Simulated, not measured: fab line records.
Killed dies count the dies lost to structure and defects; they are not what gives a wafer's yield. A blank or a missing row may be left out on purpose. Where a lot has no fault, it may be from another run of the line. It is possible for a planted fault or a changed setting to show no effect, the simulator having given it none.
Which tool did it?    flow sky130    Sampling: 10 lots, 30 wafers, 5 of 708 route steps

## WHAT EACH GAUGE READ, for each wafer
SKY_CAP2M_THK_MEAS_04: measures by xrf. Usual: CAP2M_TIN_THK gives 198.5 nm (standard deviation 2.2).
lot   measured      on             CAP2M_TIN_THK (nm)  flag
L712  day 39 12:07  film metro-04  197.1 202.5 199.4   
L714  day 40 02:27  film metro-04  198.9 197.9 196.8   
L718  day 41 09:37  film metro-04  198.6 196.7 195.8   
L719  day 41 20:59  film metro-02  200.7 199.7 196.2   
L720  day 42 14:59  film metro-02  197.6 194.9 199.0   
L724  day 43 14:13  film metro-04  203.5 203.3 198.8   
L725  day 43 14:16  film metro-02  198.2 195.8 197.3   
L726  day 43 17:45  film metro-02  202.4 199.9 201.5   
L730  day 45 03:27  film metro-02  199.6 200.0 198.1   
L733  day 45 12:30  film metro-02  198.4 199.3 198.0   

SKY_METAL4_CD_MEAS_13: the cd target is 300 nm. Usual: cd nm at 299.8 nm, with a standard deviation of 1.9.
lot   measured      on         cd nm (nm)         flag
L712  day 41 11:59  cd sem-01  300.6 299.4 301.6  
L714  day 42 02:45  cd sem-01  297.0 297.7 299.0  
L718  day 43 08:55  cd sem-01  298.8 299.2 298.4  
L719  day 43 19:52  cd sem-02  300.5 300.6 301.5  
L720  day 44 12:19  cd sem-01  298.4 300.8 299.6  
L724  day 45 10:39  cd sem-02  298.7 298.6 298.8  
L725  day 45 11:45  cd sem-01  302.0 302.2 302.0  
L726  day 45 12:44  cd sem-01  300.8 301.2 300.3  
L730  day 46 20:47  cd sem-02  298.5 300.1 300.1  
L733  day 47 04:44  cd sem-01  298.1 297.2 298.4  

SKY_VIA4_RS_MEAS_19: measures by four-point-probe. Usual: VIA4_W_RS gives 0.226 ohm/sq (standard deviation 0.0044).
lot   measured      on             VIA4_W_RS (ohm/sq)  flag
L712  day 42 14:10  film metro-01  0.233 0.231 0.227   
L714  day 43 04:09  film metro-01  0.229 0.223 0.224   
L718  day 44 09:21  film metro-01  0.230 0.227 0.226   
L719  day 44 20:53  film metro-03  0.230 0.227 0.228   
L720  day 45 13:09  film metro-03  0.223 0.224 0.226   
L724  day 46 09:02  film metro-03  0.228 0.228 0.229   
L725  day 46 10:02  film metro-04  0.228 0.223 0.225   
L726  day 46 12:02  film metro-03  0.301 0.298 0.228   OFF
L730  day 47 19:15  film metro-04  0.222 0.221 0.231   
L733  day 48 02:38  film metro-04  0.301 0.231 0.301   OFF

SKY_VIA4_THK_MEAS_20: measures by xrf. Usual: VIA4_W_THK gives 502 nm (standard deviation 10).
lot   measured      on             VIA4_W_THK (nm)  flag
L712  day 42 14:17  film metro-01  494 498 509      
L714  day 43 04:15  film metro-01  500 511 512      
L718  day 44 09:28  film metro-01  499 504 507      
L719  day 44 21:01  film metro-03  496 504 504      
L720  day 45 13:16  film metro-03  506 504 497      
L724  day 46 09:09  film metro-03  502 500 495      
L725  day 46 10:08  film metro-04  497 503 503      
L726  day 46 12:09  film metro-03  377 383 499      OFF
L730  day 47 19:22  film metro-04  511 514 490      
L733  day 48 02:44  film metro-04  377 490 379      OFF

## TOOL THAT RAN EACH LOT (tool first, then ch and the chambers of the sampled wafers, then the start)
lot   SKY_VIA4_CVD_18
L712  cvd w-02 ch 0,1, day 42 14:00
L714  cvd w-02 ch 0,1, day 43 04:01
L718  cvd w-02 ch 0,1, day 44 09:12
L719  cvd w-02 ch 0,1, day 44 20:44
L720  cvd w-02 ch 1, day 45 13:00
L724  cvd w-02 ch 1, day 46 08:52
L725  cvd w-02 ch 0,1, day 46 09:54
L726  cvd w-02 ch 0,1, day 46 11:52
L730  cvd w-01 ch 0,1, day 47 19:04
L733  cvd w-02 ch 0,1, day 48 02:28
- SKY_VIA4_CVD_18: deposits W, target thk 505 nm, time 152.14 s.

## WHAT THE TOOLS THEMSELVES READ (means of the sampled wafers that have a number; where no wafer has one, the mark that the record gives instead)
SKY_VIA4_CVD_18. Usual: heater power outer w 526 W, standard deviation 21; heater power w 832 W, standard deviation 36; susceptor temp C 400.02 C, standard deviation 0.24.
lot   tool      heater power outer w (W)  heater power w (W)  susceptor temp C (C)  flag
L712  cvd w-02  513                       824                 400.13                
L714  cvd w-02  515                       816                 400.12                
L718  cvd w-02  518                       811                 400.00                
L719  cvd w-02  512                       816                 400.31                
L720  cvd w-02  543                       818                 400.02                
L724  cvd w-02  536                       833                 400.18                
L725  cvd w-02  515                       826                 400.03                
L726  cvd w-02  484                       767                 389.85                OFF
L730  cvd w-01  527                       832                 399.93                
L733  cvd w-02  481                       772                 389.71                OFF

## THE ANSWER, worked out from the rows above alone
Rule: a lot counts as off when the mean over its wafers that have a number is more than 3 standard deviations away from the usual mean. Also off: a lot with no number at a reading for which 4 or more lots have one. The other lots that the step has rows for count as sound. The gauges are gone through in route order, then the tools' own readings, and for those a lot's mean is taken as printed above. The first step at which some lot is off is used, and at that step the reading that is off furthest; a lot without a number counts as furthest.
Off: at SKY_VIA4_RS_MEAS_19 (VIA4_W_RS), L726, L733.
A tool fits if, at a process step before that reading, it ran every lot that is off, and no sound lot after the first of them. The gauges at SKY_VIA4_RS_MEAS_19 aren't tried: what is off there is off at SKY_VIA4_CVD_18 too, on other tools, and a gauge's error can't cause that. One candidate fits, namely cvd w-02 at SKY_VIA4_CVD_18. A fault onset in the window from L725 (day 46 09:54, its last sound lot) to L726 (day 46 11:52, its first lot off) fits.
The tool's own readings at SKY_VIA4_CVD_18 bear it out: on the lots that are off they differ by more than 5 times the standard deviation of the sound lots' means. heater power w reads 770 W there against 822 W on the sound lots; susceptor temp C reads 389.78 C there against 400.09 C on the sound lots.

## WHAT HAD BEEN PUT IN BY THE SIMULATOR
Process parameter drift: cvd w-02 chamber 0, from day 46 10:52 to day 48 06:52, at SKY_VIA4_CVD_18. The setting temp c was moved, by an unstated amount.
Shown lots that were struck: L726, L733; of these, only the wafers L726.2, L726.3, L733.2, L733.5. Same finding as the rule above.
